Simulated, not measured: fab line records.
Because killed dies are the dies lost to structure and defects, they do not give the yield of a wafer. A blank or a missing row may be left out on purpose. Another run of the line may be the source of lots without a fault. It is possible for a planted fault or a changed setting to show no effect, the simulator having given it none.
A struck lot beside a sound one :: flow sky130 :: 14 out of 708 route steps
Sound: the wafers L970.1, L970.3, L970.4. Struck: wafers L986.2, L986.4, L986.5. Last of all comes the cause.
Order at every step that has rows: each side's tool, ch and its chambers, its first start. Under that, the readings that differ: sound wafers :: struck wafers :: difference of the means :: sigmas: that difference in standard deviations of wafers without a fault.
alike: readings with means less than 2 such deviations apart, plus words and numbers identical on both sides. not compared: withheld readings, readings lacking a value on some wafer, bounds such as >300 that could conceal the same value, and numbers that have no deviation in the record and whose values overlap.
A row with sigmas, a row that says differs or no value, or rows on one side alone: a step with any of these is where the two part. When numbers do not overlap yet have no deviation, they are printed without sigmas and do not part them. A reading that every wafer of one side lacks parts them only if that side has two wafers or more.

SKY_METAL1_SPUTTER_01: material TiN, target thk 20 nm, time 16.7 s.
  sound on pvd sputter-04, day 33 04:42; struck on pvd sputter-01, day 37 22:08
  alike: throttle valve pct
SKY_METAL1_SPUTTER_02: material AlCu, target thk 250 nm, time 13.3 s.
  sound on pvd sputter-04, day 33 04:43; struck on pvd sputter-01, day 37 22:10
reading: throttle valve pct (%)
sound: 29.3 30.2 30.8
struck: 30.1 27.7 27.8
difference: -1.6
sigmas: -2
SKY_METAL1_SPUTTER_03: material Ti, target thk 5 nm, time 3.3 s.
  sound on pvd sputter-04, day 33 04:45; struck on pvd sputter-01, day 37 22:11
reading: throttle valve pct (%)
sound: 29.4 30.3 30.7
struck: 29.9 27.9 28.1
difference: -1.5
sigmas: -2
SKY_METAL1_SPUTTER_04: material TiN, target thk 70 nm, time 58.3 s.
  sound on pvd sputter-04, day 33 04:46; struck on pvd sputter-01, day 37 22:13
reading: throttle valve pct (%)
sound: 29.4 29.9 30.8
struck: 30.0 27.8 28.0
difference: -1.4
sigmas: -2
SKY_METAL1_RS_MEAS_05: measurement is done with a four-point probe.
  sound on film metro-01, day 33 04:49; struck on film metro-04, day 37 22:17
  alike: METAL1_ALCU_RS
SKY_METAL1_THK_MEAS_06: measures by xrf.
  sound on film metro-01, day 33 04:56; struck on film metro-04, day 37 22:23
  alike: METAL1_ALCU_THK
then, 6 steps without rows for these wafers: SKY_METAL1_DEHYDRATE_07 (time 60 s); SKY_METAL1_HMDS_08 (prime time 60 s); SKY_METAL1_COAT_09 (resist thk 60 nm); SKY_METAL1_COAT_10 (resist thk 450 nm); SKY_METAL1_SOFTBAKE_11 (time 90 s); SKY_METAL1_EXPOSE_12 (exposes mask MM1, target cd 140 nm).
SKY_METAL1_PEB_13:
  sound on litho track-02 ch 0, day 34 07:00; struck on litho track-01, day 38 22:00
reading: exhaust pa (Pa)
sound: 44.3 43.8 45.7
struck: - - -
difference: no value on the struck wafers
sigmas: 
  not compared: chill plate temp C, resist line temp C
then, 1 step without rows for these wafers: SKY_METAL1_DEVELOP_14 (develop time 60 s).

WHERE THEY PART
Earliest at SKY_METAL1_SPUTTER_02; latest, in this record, at SKY_METAL1_PEB_13.

WHY: whatever the simulator had introduced
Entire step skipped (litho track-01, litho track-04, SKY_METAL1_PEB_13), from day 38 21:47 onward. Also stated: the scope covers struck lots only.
